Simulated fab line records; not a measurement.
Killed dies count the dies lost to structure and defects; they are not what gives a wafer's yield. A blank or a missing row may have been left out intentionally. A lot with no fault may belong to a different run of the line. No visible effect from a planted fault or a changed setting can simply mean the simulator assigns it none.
Matching of chambers    flow sky130    SKY_PAD_OPEN_ETCH_07 on rie diel-03: 4 sister chambers
The step etches the open film in CF4/O2, stops on AlCu, target depth 725 nm, time 161.1 s. 8 wafers are shown with their chamber, then 8 later ones without.

EACH WAFER AND ITS CHAMBER
wafer   chamber  drypump motor current A (A)  oes product au (a.u.)
L078.6  1        6.1                          0.995
L082.3  1        6.1                          0.984
L083.2  2        6.1                          0.967
L083.5  3        6.0                          0.985
L086.1  3        6.1                          0.977
L086.2  0        5.1                          0.980
L086.3  2        6.1                          0.972
L087.1  0        5.1                          0.978

WAFERS MISSING THEIR CHAMBER
wafer   drypump motor current A (A)  oes product au (a.u.)
L087.3  6.1                          0.971
L087.6  6.1                          0.992
L091.1  5.1                          0.972
L091.2  6.1                          0.981
L091.4  5.1                          0.979
L093.1  5.1                          0.977
L093.5  6.1                          0.990
L093.6  6.1                          0.987

THE CHAMBER EACH PASSED THROUGH
wafer    from the rows above            in truth
L087.3   2                              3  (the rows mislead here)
L087.6   1                              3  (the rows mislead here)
L091.1   0                              0
L091.2   can't be placed: 3 or 1 or 2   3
L091.4   0                              0
L093.1   0                              0
L093.5   1                              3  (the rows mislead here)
L093.6   can't be placed: 1 or 3        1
Correct placement for 3 of the 8. Not placeable from these rows: 2 (in 2, the candidates include the true chamber). Placed wrongly: 3.
How it was worked out, from the rows above alone: a wafer's distance from a chamber is the root of the sum, over the readings, of the square of ((its reading less the chamber's mean) divided by the reading's scatter). If the next closest chamber is less than 2 further off than the closest, the wafer can't be placed; otherwise it belongs to the closest. For every chamber, the mean is computed from those of its wafers that are shown. The scatter: take each reading less its chamber's mean, square it, sum over the shown wafers, divide by the number of wafers less the number of chambers, and take the root.
